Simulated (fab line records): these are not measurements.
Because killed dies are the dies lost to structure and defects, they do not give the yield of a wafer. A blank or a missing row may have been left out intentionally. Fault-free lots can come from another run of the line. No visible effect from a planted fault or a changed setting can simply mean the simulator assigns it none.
Chamber matching -- flow sky130 -- SKY_VIA4_ETCH_12 on rie-diel-01: 4 sister chambers
The step etches SiO2 in C4F8/O2/Ar, stops on TiN, target depth 580 nm. 16 wafers are shown with their chamber, then 8 later ones without.

== WAFERS, EACH WITH ITS CHAMBER ==
wafer,chamber,oes-product-au (a.u.)
L987.2,0,0.938
L987.3,2,0.939
L987.5,2,0.937
L993.3,3,0.936
L993.5,2,0.943
L993.6,1,0.928
L999.1,1,0.937
L999.2,3,0.938
L999.5,3,0.939
L101.1,0,0.941
L101.2,1,0.936
L101.5,0,0.939
L103.2,2,0.940
L103.5,1,0.941
L103.6,0,0.939
L102.1,2,0.939

SIGNATURES, as means of the wafers listed above
reading,chamber 0,chamber 1,chamber 2,chamber 3,scatter within a chamber
oes-product-au,0.93925,0.93550,0.93960,0.93767,0.00313
Rule: for a wafer and a chamber, the distance is found by dividing, reading by reading, the gap between the wafer's reading and the chamber's mean by the reading's scatter, squaring, summing and taking the root. The wafer belongs to the nearest chamber; if the next one is less than 2 further off, it can't be placed. The scatter: the root of (the sum of the squares of (reading less its chamber's mean) over the shown wafers, divided by (wafers less chambers)).

== WAFERS WHOSE CHAMBER IS MISSING ==
wafer,oes-product-au (a.u.)
L102.3,0.940
L102.4,0.934
L104.1,0.938
L104.2,0.932
L104.4,0.936
L106.3,0.937
L106.4,0.933
L106.5,0.941

== EACH ONE'S CHAMBER ==
wafer,from the rows above,in truth
L102.3,can't be placed: 2 or 0 or 3 or 1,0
L102.4,can't be placed: 1 or 3 or 0 or 2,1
L104.1,can't be placed: 3 or 0 or 2 or 1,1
L104.2,can't be placed: 1 or 3 or 0 or 2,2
L104.4,can't be placed: 1 or 3 or 0 or 2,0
L106.3,can't be placed: 3 or 1 or 0 or 2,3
L106.4,can't be placed: 1 or 3 or 0 or 2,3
L106.5,can't be placed: 2 or 0 or 3 or 1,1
Placed correctly: 0 of 8. Unplaceable from these rows: 8, with the true chamber sitting among the candidates in 8. 0 placed wrongly.
